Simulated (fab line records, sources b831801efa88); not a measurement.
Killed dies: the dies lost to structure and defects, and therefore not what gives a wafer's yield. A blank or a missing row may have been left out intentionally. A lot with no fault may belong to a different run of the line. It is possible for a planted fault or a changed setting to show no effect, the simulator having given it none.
Matching of chambers    flow gf180mcu    GF_V5_CMP_26 on cmp-01: 4 sister chambers
The step polishes, stops on SiO2, t overpolish 15 s, target thk 0 nm. 14 wafers are shown with their chamber, then 7 later ones without.

EACH WAFER AND ITS CHAMBER
wafer   chamber  motor current A (A)  overpolish run s (s)  retaining ring pressure frac
L752.1  3        12.3                 14.978                0.988
L752.5  2        9.7                  15.012                1.001
L752.6  1        10.8                 14.999                1.008
L757.1  1        11.3                 14.983                1.002
L757.5  3        11.9                 15.007                1.003
L757.6  2        9.9                  15.005                0.997
L759.1  1        11.1                 14.986                1.003
L759.3  3        12.8                 14.993                0.999
L759.4  2        10.2                 15.019                0.995
L767.2  0        10.0                 14.995                0.999
L767.3  2        9.5                  15.007                0.992
L767.4  3        12.3                 15.000                1.004
L769.1  1        10.9                 14.992                1.010
L769.4  0        9.8                  15.007                0.997

SIGNATURES, as means of the wafers listed above
reading                       chamber 0  chamber 1  chamber 2  chamber 3  scatter within a chamber
motor current A               9.900      11.025     9.825      12.325     0.29
overpolish run s              15.00100   14.99000   15.01075   14.99450   0.00894
retaining ring pressure frac  0.99800    1.00575    0.99625    0.99850    0.005
Rule: a wafer lies at a distance from a chamber equal to the root of the sum of squares, over the readings, of (its reading less the chamber's mean, divided by the reading's scatter). The wafer belongs to the nearest chamber; if the next one is less than 2 further off, it can't be placed. The scatter: the root of (the sum of the squares of (reading less its chamber's mean) over the shown wafers, divided by (wafers less chambers)).

WAFERS WITHOUT THEIR CHAMBER
wafer   motor current A (A)  overpolish run s (s)  retaining ring pressure frac
L769.6  12.4                 14.995                1.001
L772.1  10.1                 14.996                0.999
L772.3  12.1                 14.999                1.007
L772.4  11.2                 14.986                0.996
L773.3  12.7                 14.994                1.008
L773.4  9.8                  15.006                1.007
L773.5  11.8                 14.993                1.000

CHAMBER TAKEN BY EACH
wafer   from the rows above      in truth
L769.6  3                        3
L772.1  can't be placed: 0 or 2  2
L772.3  can't be placed: 3 or 1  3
L772.4  can't be placed: 1 or 3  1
L773.3  3                        3
L773.4  can't be placed: 0 or 2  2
L773.5  can't be placed: 3 or 1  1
Correct placement for 2 of the 7. Unplaceable from these rows: 5, with the true chamber sitting among the candidates in 5. Wrongly placed: 0.
